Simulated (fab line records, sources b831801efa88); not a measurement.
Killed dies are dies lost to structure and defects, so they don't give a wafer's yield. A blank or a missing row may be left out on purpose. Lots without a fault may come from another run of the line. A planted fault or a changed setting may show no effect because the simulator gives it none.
Which tool did it? | flow gf180mcu | 7 lots, 21 wafers sampled, at 1 step of a route of 602

WHAT THE GAUGES READ, wafer by wafer
GF_HV_LDD_CD_MEAS_19: target cd 400 nm.
lot  | measured     | on        | cd_nm (nm)
L668 | day 11 06:46 | cd_sem-01 | 397.5 399.7 399.0
L671 | day 12 09:09 | cd_sem-02 | 399.6 400.6 402.1
L673 | day 12 21:58 | cd_sem-02 | 398.7 400.1 397.0
L677 | day 14 09:24 | cd_sem-01 | 400.4 397.9 400.1
L681 | day 15 16:58 | cd_sem-02 | 401.2 404.9 401.1
L684 | day 16 08:50 | cd_sem-02 | 402.6 398.6 398.6
L689 | day 18 01:43 | cd_sem-02 | 401.6 399.8 401.9

WHICH TOOL RAN EACH LOT (tool, then ch and the chambers of the sampled wafers, then the start)
The record holds no process step before these readings.

THE ANSWER, worked out from the rows above alone
Rule: what is usual is taken from the lots themselves. Put in order of their means at a reading, lots are off if they are a third of the lots or fewer, leave a main group of 4 or more, and stand apart from it by a gap of 3 or more times the standard deviation of the main group's means; of several such gaps the widest counts. A main group whose means are all the same, to the digits that the tables above print for the reading, isn't used. A lot without any number at a reading at which 4 lots or more have one is off too. The other lots that the step has rows for count as sound.
No lot is off at any reading shown: from this, nothing can be told.

WHAT THE SIMULATOR HAD PUT IN
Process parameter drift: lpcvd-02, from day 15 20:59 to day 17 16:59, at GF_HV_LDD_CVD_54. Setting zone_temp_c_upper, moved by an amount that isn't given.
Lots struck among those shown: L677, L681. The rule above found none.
